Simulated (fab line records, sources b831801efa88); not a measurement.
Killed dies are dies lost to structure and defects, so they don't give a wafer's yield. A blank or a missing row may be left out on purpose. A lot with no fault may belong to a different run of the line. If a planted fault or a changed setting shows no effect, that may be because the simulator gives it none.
fab line records	flow sky130
record: lots: 11	wafers: 33	last-day: 50
route steps=708 shown CAPM@550 METAL3@565 VIA3@576 PAD_OPEN@708
lots with no fault: from the same line, run without faults
start-h: hours from the record's first day to the start of the lot's first wafer shown	wait-h: time in hours since the lot's previous step	" unchanged from the row above	L1.1+2: a single row standing in for several wafers	- no value, or no start was given	* or withheld: withheld	< > ~ a bound
route shown NAME@n: NAME is a module with steps in the file, n the number in the route of the first one	usual: mean/standard deviation taken from wafers without a fault	same: alike in all rows	chamber/n: place in a boat	sites: each site's reading	_std_site: standard deviation across them	_edge_site: the outer-site mean with the inner-site mean subtracted	radius-mm: how far each site lies from the wafer's centre	mask NAME#n: copy n	behind: the most recent tool/chamber to have shaped the wafer	hold: the reason the lot was held/the length of the hold in hours/how it ended	device: which transistor (n, p or np) failed to switch	end of line: the same wafers' tests at the end of the route	for a step that has no rows: nothing shown but its recipe	killed: dies lost to structure and defects at the first sort, not the wafer's yield	map: per-die view of a wafer (x killed, . not killed, _ where there is no die)
set.NAME: setting as actually run; set.NAME@STEP: the setting as run at that earlier step	model.NAME: the simulator's own value behind a step, which no gauge read
one table for each step of the route and one row for each wafer, over a sample of lots
services: the hour from which a tool's chamber was out of use, counted from the record's first day as start-h (under 0 if before that day), plus the number of hours and why
== steps ==
step: SKY_CAPM_METAL_ETCH_13
recipe: target-depth-nm: 220	stop-on: SiO2	chemistry: Cl2/BCl3	target: TiN	pressure-mtorr: 10	icp-w: 900	bias-w: 48.5	Cl2_flow_sccm: 60	bcl3-flow-sccm: 30	time-s: 62.9
usual: bias-w: 48.51/0.15	drypump-motor-current-A: 5.70/0.2	oes-product-au: 0.958/0.0071	throttle-valve-pct: 21.890/0.0088
lot.wafer	tool	chamber	start-h	wait-h	bias-w	drypump-motor-current-A	oes-product-au	rf-hours-counter-h	throttle-valve-pct
L920.1	rie-metal-04	1	907.29	0.0	48.65	5.82	0.954	1	21.903
L920.2	"	0	"	"	48.48	5.43	0.968	13	21.882
L920.4	"	0	"	"	48.47	5.42	0.958	-	21.886
L927.1	rie-metal-02	0	940.24	0.0	48.52	5.73	0.954	4	21.889
L927.2	"	1	"	"	48.57	5.68	0.966	2	21.892
L927.4	"	0	"	"	48.42	5.71	0.964	-	21.893
L929.4	rie-metal-02	0	948.37	0.1	48.70	5.70	0.952	-	21.882
L929.5	"	0	"	"	48.38	5.70	0.958	-	21.889
L929.6	"	0	"	"	48.54	5.70	0.956	-	21.887
L934.2	rie-metal-04	0	979.59	0.0	48.67	5.36	0.950	17	21.894
L934.4	"	0	"	"	48.53	5.42	0.953	-	21.869
L934.5	"	1	"	"	48.55	5.81	0.949	-	21.895
L933.2	rie-metal-02	0	982.65	0.0	48.47	5.71	0.959	6	21.887
L933.5	"	0	"	"	48.75	5.69	0.954	-	21.874
L933.6	"	1	"	"	48.41	5.65	0.967	-	21.891
L937.1	rie-metal-02	0	1003.94	0.0	48.38	5.70	0.944	8	21.897
L937.2	"	1	"	"	48.75	5.66	0.948	6	21.902
L937.5	"	0	"	"	48.56	5.68	0.960	-	21.881
L935.3	rie-metal-02	1	1006.81	0.0	48.43	5.67	0.954	-	21.884
L935.4	"	0	"	"	48.31	5.70	0.965	-	21.887
L935.6	"	1	"	"	48.30	5.64	0.968	-	21.889
L938.1	rie-metal-04	1	1010.39	0.0	48.43	5.82	0.955	7	21.892
L938.3	"	1	"	"	48.03	5.84	0.960	-	21.880
L938.4	"	0	"	"	48.52	5.44	0.952	-	21.890
L939.1	rie-metal-04	0	1018.84	0.0	48.45	5.42	0.967	19	21.873
L939.5	"	0	"	"	48.45	5.42	0.959	-	21.893
L939.6	"	1	"	"	48.64	5.82	0.950	-	21.903
L941.2	rie-metal-04	1	1025.24	0.0	48.67	5.80	0.966	7	21.893
L941.3	"	0	"	"	48.46	5.41	0.954	-	21.896
L941.5	"	0	"	"	48.30	5.43	0.950	-	21.882
L942.1	rie-metal-01	0	1026.80	0.0	48.58	6.14	0.966	8	21.891
L942.3	"	0	"	"	48.52	6.12	0.963	-	21.884
L942.6	"	1	"	"	48.60	5.52	0.949	-	21.911
step: SKY_METAL3_DESCUM_15
recipe: chemistry: O2	source-power-w: 150	bias-power-w: 0	pressure-mtorr: 10	temp-c: 40	time-s: 8
usual: drypump-motor-current-A: 5.72/0.27	oes-product-au: 0.996/0.01
lot.wafer	tool	chamber	start-h	wait-h	drypump-motor-current-A	oes-product-au	rf-hours-counter-h
L920.1	rie-metal-03	0	932.31	0.0	6.02	0.999	3
L920.2	"	1	"	"	5.88	0.998	7
L920.4	"	0	"	"	6.01	1.001	-
L927.1	rie-metal-04	1	965.21	0.0	5.79	1.000	4
L927.2	"	0	"	"	5.41	0.980	16
L927.4	"	0	"	"	5.43	0.974	-
L929.4	rie-metal-04	1	974.13	0.0	5.84	1.000	-
L929.5	"	0	"	"	5.42	0.992	-
L929.6	"	1	"	"	5.78	0.997	-
L934.2	rie-metal-04	0	1003.58	0.0	5.43	0.989	18
L934.4	"	0	"	"	5.43	0.982	-
L934.5	"	0	"	"	5.40	0.992	-
L933.2	rie-metal-04	0	1006.71	0.0	5.39	0.994	18
L933.5	"	1	"	"	5.84	1.004	-
L933.6	"	0	"	"	5.41	0.985	-
L937.1	rie-metal-04	0	1027.76	0.0	5.39	0.987	20
L937.2	"	1	"	"	5.82	1.003	8
L937.5	"	0	"	"	5.41	0.996	-
L935.3	rie-metal-04	0	1031.37	0.0	5.44	0.991	-
L935.4	"	1	"	"	5.84	1.010	-
L935.6	"	1	"	"	5.85	1.020	-
L938.1	rie-metal-01	1	1033.96	0.0	5.53	0.987	4
L938.3	"	0	"	"	6.14	1.006	-
L938.4	"	1	"	"	5.51	0.992	-
L939.1	rie-metal-04	0	1042.83	0.0	5.42	0.996	21
L939.5	"	0	"	"	5.40	0.979	-
L939.6	"	1	"	"	5.83	1.012	-
L941.2	rie-metal-01	0	1049.26	0.0	6.15	1.007	9
L941.3	"	0	"	"	6.10	1.005	-
L941.5	"	0	"	"	6.10	1.004	-
L942.1	rie-metal-01	1	1050.43	0.0	5.48	0.981	5
L942.3	"	1	"	"	5.49	0.983	-
L942.6	"	0	"	"	6.13	1.005	-
step: SKY_METAL3_METAL_ETCH_18
recipe: target-depth-a: 8450	stop-on: SiO2	over-etch-frac: 0.3	time-s: 183.1	chemistry: Cl2/BCl3	resist-sidewall-deg: 88	pressure-mtorr: 10	icp-w: 900	bias-w: 48.5	Cl2_flow_sccm: 60	bcl3-flow-sccm: 30
usual: bias-w: 48.49/0.15	drypump-motor-current-A: 5.86/0.22	oes-product-au: 0.867/0.0059	throttle-valve-pct: 22.265/0.0087
lot.wafer	tool	chamber	start-h	wait-h	bias-w	drypump-motor-current-A	oes-product-au	rf-hours-counter-h	throttle-valve-pct
L920.1	rie-metal-01	0	932.47	0.0	48.62	6.14	0.862	2	22.270
L920.2	"	0	"	"	48.64	6.15	0.869	-	22.254
L920.4	"	0	"	"	48.49	6.11	0.873	-	22.261
L927.1	rie-metal-01	0	965.36	0.0	47.10	6.16	0.864	5	22.254
L927.2	"	1	"	"	48.52	5.50	0.856	1	22.270
L927.4	"	0	"	"	46.96	6.16	0.870	-	22.267
L929.4	rie-metal-01	1	974.33	0.1	48.33	5.49	0.863	-	22.272
L929.5	"	0	"	"	47.28	6.10	0.874	-	22.275
L929.6	"	1	"	"	48.20	5.49	0.864	-	22.257
L934.2	rie-metal-03	1	1003.73	0.0	48.44	5.84	0.869	11	22.266
L934.4	"	1	"	"	48.26	5.84	0.866	-	22.266
L934.5	"	1	"	"	48.41	5.87	0.856	-	22.256
L933.2	rie-metal-03	1	1006.86	0.0	48.55	5.88	0.863	11	22.263
L933.5	"	0	"	"	48.53	5.99	0.869	-	22.251
L933.6	"	1	"	"	48.62	5.87	0.878	-	22.274
L937.1	rie-metal-03	1	1027.91	0.0	48.71	5.86	0.866	12	22.257
L937.2	"	0	"	"	48.70	6.00	0.864	9	22.267
L937.5	"	0	"	"	48.71	6.02	0.875	-	22.243
L935.3	rie-metal-03	1	1031.57	0.1	48.56	5.84	0.867	-	22.269
L935.4	"	0	"	"	48.49	6.01	0.852	-	22.260
L935.6	"	1	"	"	48.30	5.82	0.872	-	22.273
L938.1	rie-metal-03	1	1034.11	0.0	48.18	5.85	0.870	13	22.253
L938.3	"	0	"	"	48.47	6.02	0.872	-	22.275
L938.4	"	1	"	"	48.44	5.86	0.866	-	22.258
L939.1	rie-metal-03	1	1042.98	0.0	48.54	5.86	0.861	14	22.275
L939.5	"	0	"	"	48.37	6.01	0.866	-	22.264
L939.6	"	1	"	"	48.48	5.85	0.853	-	22.283
L941.2	rie-metal-04	1	1049.41	0.0	48.41	5.85	0.866	10	22.258
L941.3	"	1	"	"	48.29	5.85	0.873	-	22.258
L941.5	"	0	"	"	48.53	5.40	0.874	-	22.262
L942.1	rie-metal-01	1	1050.58	0.0	48.71	5.50	0.867	5	22.262
L942.3	"	0	"	"	48.34	6.16	0.858	-	22.263
L942.6	"	1	"	"	48.28	5.51	0.870	-	22.253
step: SKY_VIA3_BOW_MEAS_03
recipe: mode: bow
usual: VIA3_BOW: 79/8.7
lot.wafer	tool	chamber	start-h	wait-h	VIA3_BOW[um]
L920.1	film-metro-03	-	933.95	0.1	99
L920.2	"	-	"	"	91
L920.4	"	-	"	"	82
L927.1	film-metro-03	-	966.79	0.2	91
L927.2	"	-	"	"	85
L927.4	"	-	"	"	88
L929.4	film-metro-01	-	975.62	0.3	76
L929.5	"	-	"	"	78
L929.6	"	-	"	"	79
L934.2	film-metro-03	-	1005.45	0.1	66
L934.4	"	-	"	"	78
L934.5	"	-	"	"	94
L933.2	film-metro-01	-	1008.53	0.3	80
L933.5	"	-	"	"	74
L933.6	"	-	"	"	63
L937.1	film-metro-01	-	1029.29	0.2	75
L937.2	"	-	"	"	86
L937.5	"	-	"	"	82
L935.3	film-metro-01	-	1032.98	0.2	82
L935.4	"	-	"	"	89
L935.6	"	-	"	"	98
L938.1	film-metro-04	-	1035.45	0.2	68
L938.3	"	-	"	"	66
L938.4	"	-	"	"	79
L939.1	film-metro-04	-	1044.32	0.1	60
L939.5	"	-	"	"	81
L939.6	"	-	"	"	74
L941.2	film-metro-04	-	1050.76	0.3	77
L941.3	"	-	"	"	71
L941.5	"	-	"	"	76
L942.1	film-metro-01	-	1051.88	0.1	81
L942.3	"	-	"	"	78
L942.6	"	-	"	"	82
step: SKY_PAD_OPEN_PROBE_99
usual: defect-limited-yield: 82.6/1.9	killed_at_M0_to_M3: 43/7.1	killed_at_M4_up: 3.0/1.6	killed-at-contacts: 24/5.3	killed-at-front-end: 16/4.1	killed-at-other: 0.5/0.82	killed-dies: 86/9.4	killed-open: 46/6.9	killed-short: 39/6.5	sort_bin_3_pad_short: 0.9/0.45	sort_bin_5_function: 10.3/1.5	sort_bin_6_memory: 6.2/1.1	sort-n-pass: 406/9.4	sort-yield-pct: 82.6/1.9
same: gross-dies: 492	killed-at-back-side: 0	sort_bin_4_leakage[%]: 0	sort_bin_8_speed[%]: 0
lot.wafer	tool	chamber	start-h	wait-h	defect-limited-yield[%]	killed_at_M0_to_M3	killed_at_M4_up	killed-at-contacts	killed-at-front-end	killed-at-other	killed-dies	killed-open	killed-short	sort_bin_3_pad_short[%]	sort_bin_5_function[%]	sort_bin_6_memory[%]	sort-n-pass	sort-yield-pct[%]
L920.1	prober-02	-	1100.82	0.1	82.5	40	3	32	11	0	86	47	39	1.2	9.3	6.9	406	82.5
L920.2	prober-02	-	1100.87	0.1	83.1	37	5	19	21	1	83	35	48	1.6	8.9	6.3	409	83.1
L920.4	prober-02	-	1100.97	0.2	86.8	28	4	17	16	0	65	34	31	0.4	7.7	5.1	427	86.8
L927.1	prober-02	-	1129.94	0.1	83.5	39	7	20	15	0	81	47	34	0.2	11.2	5.1	411	83.5
L927.2	prober-02	-	1129.99	0.1	86.0	35	7	15	11	1	69	34	34	1.0	8.5	4.5	423	86.0
L927.4	prober-02	-	1130.09	0.2	81.9	42	2	25	20	0	89	45	44	1.8	10.6	5.7	403	81.9
L929.4	prober-02	-	1139.11	0.2	82.9	47	4	14	19	0	84	50	34	0.4	11.8	4.9	408	82.9
L929.5	prober-02	-	1139.16	0.2	81.9	49	3	19	18	0	89	55	34	0.6	10.6	6.9	403	81.9
L929.6	prober-02	-	1139.21	0.2	83.3	50	1	16	15	0	82	48	34	0.6	9.8	6.3	410	83.3
L934.2	prober-02	-	1160.08	0.1	78.5	47	5	29	24	1	106	56	50	0.6	13.2	7.7	386	78.5
L934.4	prober-02	-	1160.18	0.2	84.1	46	1	18	12	1	78	39	39	0.6	7.5	7.7	414	84.1
L934.5	prober-02	-	1160.23	0.2	83.1	49	4	20	10	0	83	51	32	0.4	8.7	7.7	409	83.1
L933.2	prober-01	-	1162.34	0.1	80.1	51	2	32	13	0	98	50	48	0.2	11.4	8.3	394	80.1
L933.5	prober-01	-	1162.49	0.2	81.3	47	6	18	20	1	92	50	42	0.6	11.4	6.7	400	81.3
L933.6	prober-01	-	1162.54	0.2	77.4	60	0	23	28	0	111	57	54	1.6	13.0	7.9	381	77.4
L937.1	prober-02	-	1178.17	0.1	79.9	54	3	30	12	0	99	59	40	1.8	10.0	8.3	393	79.9
L937.2	prober-02	-	1178.22	0.1	82.9	37	7	29	11	0	84	51	32	1.2	9.1	6.7	408	82.9
L937.5	prober-02	-	1178.37	0.2	82.5	40	2	33	10	1	86	46	39	0.4	10.8	6.3	406	82.5
L935.3	prober-01	-	1180.82	0.2	82.1	44	6	24	13	1	88	47	40	1.6	11.0	5.3	404	82.1
L935.4	prober-01	-	1180.87	0.2	82.5	52	3	22	9	0	86	44	40	0.8	12.2	4.5	406	82.5
L935.6	prober-01	-	1180.97	0.2	81.9	50	1	22	16	0	89	48	41	0.6	11.0	6.5	403	81.9
L938.1	prober-01	-	1183.32	0.1	80.3	40	6	31	19	1	97	45	52	1.0	11.6	7.1	395	80.3
L938.3	prober-01	-	1183.42	0.2	79.9	47	6	31	15	0	99	57	41	1.2	11.2	7.7	393	79.9
L938.4	prober-01	-	1183.47	0.2	83.7	38	4	18	16	4	80	39	41	0	11.0	5.3	412	83.7
L939.1	prober-01	-	1190.53	0.1	84.3	34	2	21	20	0	77	38	38	1.0	10.6	4.1	415	84.3
L939.5	prober-01	-	1190.73	0.2	84.3	31	4	31	10	1	77	47	30	0.6	10.2	4.9	415	84.3
L939.6	prober-01	-	1190.78	0.2	82.9	38	2	30	14	0	84	50	33	0.6	10.2	6.3	408	82.9
L941.2	prober-02	-	1193.86	0.1	80.5	50	3	30	13	0	96	51	45	1.6	11.8	6.1	396	80.5
L941.3	prober-02	-	1193.91	0.2	81.3	42	3	27	20	0	92	49	43	0.6	11.4	6.7	400	81.3
L941.5	prober-02	-	1194.01	0.2	84.8	34	2	23	15	1	75	43	32	0.6	8.1	6.5	417	84.8
L942.1	prober-01	-	1196.14	0.1	82.7	38	6	22	18	1	85	42	40	0.8	9.8	6.7	407	82.7
L942.3	prober-01	-	1196.24	0.2	85.8	40	2	14	14	0	70	42	28	0.4	10.2	3.7	422	85.8
L942.6	prober-01	-	1196.39	0.2	82.5	42	7	24	13	0	86	50	35	0.8	9.3	7.3	406	82.5
killed by level:class
L920.1 CONTACT:geometric-particle:open=10 VIA1:geometric-particle:open=10 VIA3:geometric-particle:open=10 CONTACT:geometric-particle:short=7 LI_CONTACT:geometric-particle:short=6 FIELD_ISO:geometric-particle:open=4 LI_CONTACT:geometric-particle:open=4 LOCAL_INTERCONNECT:geometric-particle:short=4
L920.2 METAL2:geometric-particle:short=8 VIA1:geometric-particle:open=7 CONTACT:geometric-particle:short=6 LI_CONTACT:geometric-particle:open=5 FIELD_ISO:geometric-particle:short=4 FIELD_ISO:geometric-particle:open=4 POLY_GATE:geometric-particle:open=4 POLY_GATE:geometric-particle:short=4
L920.4 LI_CONTACT:geometric-particle:open=6 POLY_GATE:geometric-particle:open=5 CONTACT:geometric-particle:open=5 VIA1:geometric-particle:short=5 FIELD_ISO:geometric-particle:short=4 FIELD_ISO:geometric-particle:open=4 VIA1:geometric-particle:open=4 VIA2:geometric-particle:short=4
L927.1 VIA1:geometric-particle:open=14 LOCAL_INTERCONNECT:geometric-particle:short=6 FIELD_ISO:geometric-particle:open=5 CONTACT:geometric-particle:open=5 VIA3:geometric-particle:short=4 POLY_GATE:geometric-particle:open=4 LI_CONTACT:geometric-particle:open=4 CONTACT:geometric-particle:short=4
L927.2 METAL2:geometric-particle:short=8 VIA1:geometric-particle:open=7 LI_CONTACT:geometric-particle:open=6 METAL4:geometric-particle:short=6 METAL1:geometric-particle:short=5 VIA3:geometric-particle:open=5 POLY_GATE:geometric-particle:open=3 CONTACT:geometric-particle:open=3
L927.4 VIA3:geometric-particle:open=8 LI_CONTACT:geometric-particle:open=8 METAL2:geometric-particle:short=6 CONTACT:geometric-particle:open=6 VIA1:geometric-particle:open=5 FIELD_ISO:geometric-particle:short=4 POLY_GATE:geometric-particle:short=4 POLY_GATE:geometric-particle:open=4
L929.4 VIA1:geometric-particle:open=11 FIELD_ISO:geometric-particle:open=9 METAL1:geometric-particle:short=8 CONTACT:geometric-particle:open=7 POLY_GATE:geometric-particle:open=5 VIA1:geometric-particle:short=4 METAL2:geometric-particle:open=4 METAL1:geometric-particle:open=4
L929.5 VIA2:geometric-particle:open=9 VIA3:geometric-particle:open=8 METAL1:geometric-particle:short=7 VIA1:geometric-particle:open=7 LI_CONTACT:geometric-particle:open=6 CONTACT:geometric-particle:short=5 POLY_GATE:geometric-particle:open=5 VIA1:geometric-particle:short=5
L929.6 VIA2:geometric-particle:open=11 VIA1:geometric-particle:open=10 VIA3:geometric-particle:open=8 METAL2:geometric-particle:short=5 CONTACT:geometric-particle:open=5 LI_CONTACT:geometric-particle:short=4 LI_CONTACT:geometric-particle:open=4 VIA3:geometric-particle:short=4
L934.2 VIA1:geometric-particle:open=12 VIA3:geometric-particle:open=10 FIELD_ISO:geometric-particle:open=9 FIELD_ISO:geometric-particle:short=8 LI_CONTACT:geometric-particle:open=8 CONTACT:geometric-particle:short=8 CONTACT:geometric-particle:open=7 METAL2:geometric-particle:short=7
L934.4 VIA1:geometric-particle:open=8 METAL1:geometric-particle:short=8 METAL2:geometric-particle:short=7 VIA2:geometric-particle:open=6 LI_CONTACT:geometric-particle:open=5 CONTACT:geometric-particle:open=5 VIA1:geometric-particle:short=4 VIA3:geometric-particle:short=4
L934.5 VIA1:geometric-particle:open=12 VIA2:geometric-particle:open=10 LI_CONTACT:geometric-particle:open=7 METAL2:geometric-particle:short=6 CONTACT:geometric-particle:open=6 VIA3:geometric-particle:open=6 METAL1:geometric-particle:short=5 FIELD_ISO:geometric-particle:open=4
L933.2 CONTACT:geometric-particle:open=9 LI_CONTACT:geometric-particle:open=9 METAL1:geometric-particle:short=9 VIA3:geometric-particle:open=8 VIA1:geometric-particle:open=7 VIA2:geometric-particle:open=7 VIA1:geometric-particle:short=6 VIA3:geometric-particle:short=6
L933.5 VIA2:geometric-particle:open=10 CONTACT:geometric-particle:open=9 VIA1:geometric-particle:open=7 POLY_GATE:geometric-particle:short=6 METAL4:geometric-particle:short=6 VIA3:geometric-particle:open=6 VIA1:geometric-particle:short=5 FIELD_ISO:geometric-particle:short=4
L933.6 POLY_GATE:geometric-particle:open=9 VIA1:geometric-particle:open=9 VIA2:geometric-particle:open=9 METAL2:geometric-particle:short=8 VIA1:geometric-particle:short=7 CONTACT:geometric-particle:short=7 CONTACT:geometric-particle:open=7 POLY_GATE:geometric-particle:short=6
L937.1 CONTACT:geometric-particle:open=15 VIA1:geometric-particle:open=13 METAL2:geometric-particle:short=9 LI_CONTACT:geometric-particle:open=7 VIA2:geometric-particle:open=7 VIA3:geometric-particle:open=6 METAL3:geometric-particle:short=4 FIELD_ISO:geometric-particle:short=3
L937.2 VIA1:geometric-particle:open=11 CONTACT:geometric-particle:open=9 VIA2:geometric-particle:open=8 LI_CONTACT:geometric-particle:open=6 LOCAL_INTERCONNECT:geometric-particle:short=5 CONTACT:geometric-particle:short=5 METAL2:geometric-particle:short=4 VIA3:geometric-particle:open=4
L937.5 CONTACT:geometric-particle:open=15 VIA1:geometric-particle:open=11 LI_CONTACT:geometric-particle:open=8 METAL1:geometric-particle:short=7 METAL2:geometric-particle:short=5 VIA2:geometric-particle:open=5 POLY_GATE:geometric-particle:short=4 CONTACT:geometric-particle:short=4
L935.3 CONTACT:geometric-particle:open=11 VIA1:geometric-particle:open=10 LI_CONTACT:geometric-particle:open=7 METAL2:geometric-particle:short=6 POLY_GATE:geometric-particle:short=5 VIA3:geometric-particle:open=5 FIELD_ISO:geometric-particle:short=4 METAL1:geometric-particle:short=4
L935.4 VIA1:geometric-particle:open=11 LI_CONTACT:geometric-particle:open=7 VIA2:geometric-particle:short=7 VIA2:geometric-particle:open=7 METAL1:geometric-particle:short=6 METAL2:geometric-particle:short=6 CONTACT:geometric-particle:open=5 LOCAL_INTERCONNECT:geometric-particle:short=3
L935.6 VIA1:geometric-particle:open=11 VIA3:geometric-particle:open=9 METAL1:geometric-particle:short=8 CONTACT:geometric-particle:open=7 FIELD_ISO:geometric-particle:short=6 LI_CONTACT:geometric-particle:open=6 CONTACT:geometric-particle:short=4 VIA1:geometric-particle:short=4
L938.1 LI_CONTACT:geometric-particle:open=11 CONTACT:geometric-particle:short=7 VIA1:geometric-particle:open=7 METAL2:geometric-particle:short=7 VIA1:geometric-particle:short=6 VIA2:geometric-particle:open=6 POLY_GATE:geometric-particle:short=5 LI_CONTACT:geometric-particle:short=5
L938.3 LI_CONTACT:geometric-particle:open=11 CONTACT:geometric-particle:open=11 VIA1:geometric-particle:open=10 METAL1:geometric-particle:short=9 POLY_GATE:geometric-particle:short=6 METAL2:geometric-particle:short=6 VIA2:geometric-particle:open=6 VIA1:geometric-particle:short=4
L938.4 CONTACT:geometric-particle:open=13 VIA1:geometric-particle:open=10 FIELD_ISO:geometric-particle:short=6 VIA2:geometric-particle:short=5 VIA2:geometric-particle:open=5 METAL2:geometric-particle:short=4 POLY_GATE:geometric-particle:short=4 METAL1:geometric-particle:short=4
L939.1 LI_CONTACT:geometric-particle:open=7 VIA2:geometric-particle:open=7 POLY_GATE:geometric-particle:short=6 POLY_GATE:geometric-particle:open=6 CONTACT:geometric-particle:open=6 VIA1:geometric-particle:open=6 CONTACT:geometric-particle:short=5 METAL1:geometric-particle:short=4
L939.5 CONTACT:geometric-particle:open=14 VIA1:geometric-particle:open=9 CONTACT:geometric-particle:short=7 FIELD_ISO:geometric-particle:short=5 VIA2:geometric-particle:open=5 LOCAL_INTERCONNECT:geometric-particle:short=4 VIA3:geometric-particle:open=4 LI_CONTACT:geometric-particle:short=3
L939.6 VIA1:geometric-particle:open=13 LI_CONTACT:geometric-particle:open=10 CONTACT:geometric-particle:open=9 CONTACT:geometric-particle:short=5 METAL2:geometric-particle:short=5 METAL1:geometric-particle:short=4 VIA1:geometric-particle:short=4 VIA2:geometric-particle:open=4
L941.2 CONTACT:geometric-particle:open=13 VIA1:geometric-particle:open=9 VIA2:geometric-particle:open=9 CONTACT:geometric-particle:short=7 VIA1:geometric-particle:short=6 VIA3:geometric-particle:short=6 VIA3:geometric-particle:open=6 LI_CONTACT:geometric-particle:open=5
L941.3 CONTACT:geometric-particle:open=13 FIELD_ISO:geometric-particle:open=8 VIA1:geometric-particle:open=8 VIA2:geometric-particle:short=7 VIA3:geometric-particle:open=7 METAL2:geometric-particle:short=6 FIELD_ISO:geometric-particle:short=5 LOCAL_INTERCONNECT:geometric-particle:short=5
L941.5 CONTACT:geometric-particle:open=8 VIA3:geometric-particle:open=7 CONTACT:geometric-particle:short=6 LI_CONTACT:geometric-particle:open=5 VIA2:geometric-particle:open=5 METAL1:geometric-particle:short=5 VIA1:geometric-particle:open=4 METAL2:geometric-particle:short=4
L942.1 VIA1:geometric-particle:open=15 VIA3:geometric-particle:open=9 METAL4:geometric-particle:short=6 LOCAL_INTERCONNECT:geometric-particle:short=5 FIELD_ISO:geometric-particle:short=4 FIELD_ISO:geometric-particle:open=4 POLY_GATE:geometric-particle:open=4 LI_CONTACT:geometric-particle:open=4
L942.3 VIA1:geometric-particle:open=11 CONTACT:geometric-particle:open=8 METAL2:geometric-particle:short=7 FIELD_ISO:geometric-particle:open=6 VIA3:geometric-particle:open=6 METAL1:geometric-particle:short=6 LI_CONTACT:geometric-particle:open=5 FIELD_ISO:geometric-particle:short=4
L942.6 VIA1:geometric-particle:open=12 CONTACT:geometric-particle:open=9 LI_CONTACT:geometric-particle:open=7 VIA3:geometric-particle:open=7 FIELD_ISO:geometric-particle:open=6 VIA1:geometric-particle:short=6 METAL4:geometric-particle:short=6 VIA2:geometric-particle:open=5
== services ==
tool	chamber	start-h	hours	kind
rie-metal-01	0	885.24	-	clean
rie-metal-01	0	885.24	16.8	scheduled-down
rie-metal-01	0	885.24	16.8	vent-cycle
rie-metal-01	1	924.87	-	clean
rie-metal-01	1	924.87	24.3	scheduled-down
rie-metal-01	1	924.87	24.3	vent-cycle
rie-metal-01	-	937.59	0.2	repair
rie-metal-04	-	942.68	8.9	repair
rie-metal-02	1	946.45	3.9	repair
rie-metal-02	-	948.80	4.3	pm
rie-metal-02	0	962.05	2.9	repair
rie-metal-03	-	1008.49	0.6	repair
rie-metal-03	-	1047.00	14.6	pm
== key ==
first-sign: step: SKY_METAL3_METAL_ETCH_18	reading: bias-w	direction: down	sigmas: 9.1	usual: 48.49	struck: 47.11
effect none on later readings
met-at SKY_METAL3_METAL_ETCH_18
struck-lots L927,L929
struck-wafers L927.1,L927.4,L929.5
not-acting-at SKY_CAPM_METAL_ETCH_13,SKY_METAL3_DESCUM_15,SKY_VIA3_BOW_MEAS_03
onset-between 932.47 965.36
fault: kind: process-parameter-drift	tool: rie-metal-01	chamber: 0	onset-h: 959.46	steps: SKY_METAL3_METAL_ETCH_18	channel: bias-w	offset: -1.4512	shape: step	end-h: 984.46	acts-in: these-recipes-only	stated: 48.5
